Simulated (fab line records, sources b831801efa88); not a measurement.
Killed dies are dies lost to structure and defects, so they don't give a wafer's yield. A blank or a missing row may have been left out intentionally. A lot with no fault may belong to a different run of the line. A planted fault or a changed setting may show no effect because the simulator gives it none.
Problem report in the 8D (eight disciplines) form, filled by code	flow sky130	the parts of the form that need people (team, actions taken, sign-off) are left out

1. PROBLEM STATEMENT
Mean VT_ADJUST_LVTN_01_OVL at SKY_VT_ADJUST_LVTN_OVL_MEAS_18: 246.4 nm over 6 wafers in 2 lots; fault-free wafers: 1.4 nm, standard deviation 1.1. So: +99 or more standard deviations from the usual mean.
Earliest sighting: wafer L651.2 on overlay-02 at day 9 06:44. At this step, 33 wafers from 11 lots have a number in the record. Rule for "out", or "out of limits": more than 4 standard deviations from the usual mean. Any other wafer with a number is counted as sound.

2. WHAT THIS IS AND IS NOT
question	is	is not
which readings at this step	VT_ADJUST_LVTN_01_OVL	-
which lots	L651, L653	L646, L647, L648, L658, L662, L665, L666, L667, L669
which wafers of those lots	all that have a number	-
read on which gauges	overlay-01, overlay-02	-
when	from day 9 06:44	up to then (9 sound wafers); but 18 sound wafers of L658, L662, L665, L666, L667, L669 came after

3. WHAT RULES OUT EACH SUSPECT
Counting: any tool at a process step up to the reading is kept as a suspect provided that every lot that is out went through it and no sound lot did after the first of them.
- the gauge at SKY_VT_ADJUST_LVTN_OVL_MEAS_18 is ruled out. Those wafers that are out were read across 2 gauges (overlay-01, overlay-02).
- ilineStepper-01 at SKY_VT_ADJUST_LVTN_EXPOSE_15 (exposes mask HVN STD DERIVED, target cd 600 nm): kept. It processed each lot that is out, first L651 at day 8 19:13, and no sound lot thereafter; up to then, the last sound lot it processed was L647 at day 7 12:27.
Remaining after the count: ilineStepper-01 at SKY_VT_ADJUST_LVTN_EXPOSE_15.

4. THE CAUSE (what the simulator had put in)
Scanner matching overlay: ilineStepper-01, from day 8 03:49 on, at SKY_VT_ADJUST_LVTN_EXPOSE_15. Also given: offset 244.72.
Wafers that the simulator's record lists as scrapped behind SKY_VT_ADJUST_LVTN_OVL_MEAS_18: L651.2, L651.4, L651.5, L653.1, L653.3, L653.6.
After counting, this tool was the only one left.

5. THE EFFECT CHAIN, in route order
Each row: a reading where the mean over the struck wafers with a number is more than 3 standard deviations away from the usual. Only readings for which the record gives a usual standard deviation are gone through. hours: the time from each lot's start at the first step in this table that gives one to its start at this step, as a median over the lots. sigmas: the change in usual standard deviations.
hours	step	reading	usual	on struck wafers	change	sigmas
0	SKY_VT_ADJUST_LVTN_OVL_MEAS_18	VT_ADJUST_LVTN_01_OVL	1.4 nm	246.4	+245.0	+99 or more

6. HOW IT WOULD HAVE BEEN CAUGHT EARLIER
27 hours passed between the start of the fault at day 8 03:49 and the first reading out of limits at a measuring or inspecting step in this record, taken at day 9 06:44.
Lots out: 2; all had begun SKY_VT_ADJUST_LVTN_EXPOSE_15 on ilineStepper-01 by day 9 06:44. Holding the tool at that point would not have protected any of them.
